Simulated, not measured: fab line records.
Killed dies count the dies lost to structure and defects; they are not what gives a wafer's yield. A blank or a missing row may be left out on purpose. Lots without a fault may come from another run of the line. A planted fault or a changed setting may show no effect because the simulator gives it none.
A single fault, viewed from 2 desks ; flow gf180mcu ; each desk holds nothing but its own numbers, with what lay behind them at the end

## THE METROLOGY DESK
What the gauges read, lot by lot, whatever tool the lot ran on: means of the sampled wafers that have a number. The brackets show how far a lot's mean lies from the usual mean; more than 4 standard deviations puts the lot out of limits, marked OUT.
Columns: A = PSD_TW at GF_PSD_TW_MEAS_11, usual 3163; B = PSD_RS at GF_PSD_RS_MEAS_15, usual 108.6 ohm/sq; C = CONTACT_CVD_02_THK at GF_CONTACT_THK_MEAS_03, usual 860 nm
lot;first seen here;A;B;C
L687;day 14 18:48;3155;108.4;854
L688;day 14 22:14;3188;108.6;871
L690;day 15 15:18;3147;108.6;871
L692;day 16 04:28;3045 (-6.2) OUT;116.8 (+26) OUT;862
L693;day 16 13:13;3134;108.7;869
L695;day 17 06:14;3012 (-7.9) OUT;117.3 (+28) OUT;874
L703;day 20 01:31;3177;108.5;855
L707;day 21 11:15;3152;108.6;852
L708;day 21 21:53;3157;108.6;863
L709;day 22 11:21;3147;109.1;864
This desk's finding: out of limits on L692, L695; first on L692, day 16 04:28 (PSD_TW at GF_PSD_TW_MEAS_11). L687, L688, L690, L693, L703, L707, L708, L709 stayed within limits.

## FOR THE TOOL OWNER'S DESK: implanter-02
The tool's own readings at GF_PSD_IMPLANT_09, given as means over the sampled wafers that have a number, one for each lot that went through this tool. The brackets show how far a lot's mean lies from the usual mean; more than 4 standard deviations puts the lot out of limits, marked OUT.
Columns: A = beam_energy_keV at GF_PSD_IMPLANT_09, usual 40.001; B = beam_on_s at GF_PSD_IMPLANT_09, usual 10.01 s; C = dose_ions_cm2 at GF_PSD_IMPLANT_09, usual 1.5e+15
lot;first seen here;A;B;C
L688;day 14 21:59;39.995;9.84;1.5e+15
L690;day 15 15:03;40.010;9.87;1.5e+15
L692;day 16 04:15;34.095 (-99 or more) OUT;10.08;1.5e+15
L695;day 17 06:01;34.088 (-99 or more) OUT;10.05;1.5e+15
L707;day 21 11:02;39.996;10.01;1.5e+15
L709;day 22 11:06;39.996;10.00;1.5e+15
This desk finds L692, L695 out of limits, L692 being first, at day 16 04:15 (beam_energy_keV at GF_PSD_IMPLANT_09). L688, L690, L707, L709 stayed within limits.

## TAKEN TOGETHER
The tool owner's desk had the chance to raise an alarm at day 16 04:15 on L692, L695.
At day 16 04:28 the metrology desk could have sounded an alarm, on L692, L695.
All the named lots went through GF_PSD_IMPLANT_09 on implanter-02.

## WHAT THE SIMULATOR HAD PUT IN
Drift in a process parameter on implanter-02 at GF_PSD_IMPLANT_09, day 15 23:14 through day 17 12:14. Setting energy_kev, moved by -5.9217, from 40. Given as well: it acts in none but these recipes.
Struck lots among those shown: L692, L695.
Hours from the fault's start to each desk's first reading out of limits: the tool owner's desk, 5; the metrology desk, 5.
